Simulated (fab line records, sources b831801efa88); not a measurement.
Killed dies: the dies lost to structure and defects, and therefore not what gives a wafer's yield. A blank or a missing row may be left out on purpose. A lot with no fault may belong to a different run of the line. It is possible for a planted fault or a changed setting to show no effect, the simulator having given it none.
Matching of chambers :: flow gf180mcu :: 4 sister chambers for GF_PASSIVATION_ETCH_11 on rie-diel-02
The step etches the open film in CF4/O2, stops on TiN, target depth 1800 nm, time 400 s. 8 wafers are shown with their chamber, then 10 later ones without.

## WAFERS, EACH WITH ITS CHAMBER
wafer: L082.2
chamber: 1
drypump-motor-current-A (A): 5.6
oes-product-au (a.u.): 0.961

wafer: L082.6
chamber: 1
drypump-motor-current-A (A): 5.6
oes-product-au (a.u.): 0.969

wafer: L086.1
chamber: 0
drypump-motor-current-A (A): 5.6
oes-product-au (a.u.): 0.954

wafer: L087.1
chamber: 3
drypump-motor-current-A (A): 6.5
oes-product-au (a.u.): 0.964

wafer: L087.2
chamber: 0
drypump-motor-current-A (A): 5.6
oes-product-au (a.u.): 0.961

wafer: L087.4
chamber: 2
drypump-motor-current-A (A): 5.3
oes-product-au (a.u.): 0.976

wafer: L091.2
chamber: 3
drypump-motor-current-A (A): 6.6
oes-product-au (a.u.): 0.965

wafer: L091.4
chamber: 2
drypump-motor-current-A (A): 5.2
oes-product-au (a.u.): 0.971

## WAFERS WITHOUT THEIR CHAMBER
wafer: L091.5
drypump-motor-current-A (A): 6.5
oes-product-au (a.u.): 0.966

wafer: L093.3
drypump-motor-current-A (A): 5.6
oes-product-au (a.u.): 0.963

wafer: L093.5
drypump-motor-current-A (A): 5.6
oes-product-au (a.u.): 0.970

wafer: L093.6
drypump-motor-current-A (A): 5.6
oes-product-au (a.u.): 0.966

wafer: L095.1
drypump-motor-current-A (A): 5.2
oes-product-au (a.u.): 0.961

wafer: L095.2
drypump-motor-current-A (A): 5.6
oes-product-au (a.u.): 0.955

wafer: L095.3
drypump-motor-current-A (A): 5.6
oes-product-au (a.u.): 0.966

wafer: L097.1
drypump-motor-current-A (A): 5.6
oes-product-au (a.u.): 0.967

wafer: L097.5
drypump-motor-current-A (A): 5.6
oes-product-au (a.u.): 0.963

wafer: L097.6
drypump-motor-current-A (A): 6.5
oes-product-au (a.u.): 0.954

## THE CHAMBER EACH PASSED THROUGH
wafer: L091.5
from the rows above: 3
in truth: 3

wafer: L093.3
from the rows above: can't be placed: 1 or 0
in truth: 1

wafer: L093.5
from the rows above: can't be placed: 1 or 0
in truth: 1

wafer: L093.6
from the rows above: can't be placed: 1 or 0
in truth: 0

wafer: L095.1
from the rows above: 2
in truth: 2

wafer: L095.2
from the rows above: can't be placed: 0 or 1
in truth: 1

wafer: L095.3
from the rows above: can't be placed: 1 or 0
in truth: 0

wafer: L097.1
from the rows above: can't be placed: 1 or 0
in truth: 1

wafer: L097.5
from the rows above: can't be placed: 1 or 0
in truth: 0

wafer: L097.6
from the rows above: 3
in truth: 3
Correct placement for 3 of the 10. Can't be placed from these rows: 7 (the true chamber is among the candidates in 7). Wrongly placed: 0.
How it was worked out, from the rows above alone: a wafer's distance from a chamber is the root of the sum, over the readings, of the square of ((its reading less the chamber's mean) divided by the reading's scatter). The wafer belongs to the nearest chamber; if the next one is less than 2 further off, it can't be placed. For every chamber, the mean is computed from those of its wafers that are shown. The scatter is the square root of a quotient: the sum, over the shown wafers, of each reading's squared deviation from its chamber's mean, divided by wafers minus chambers.
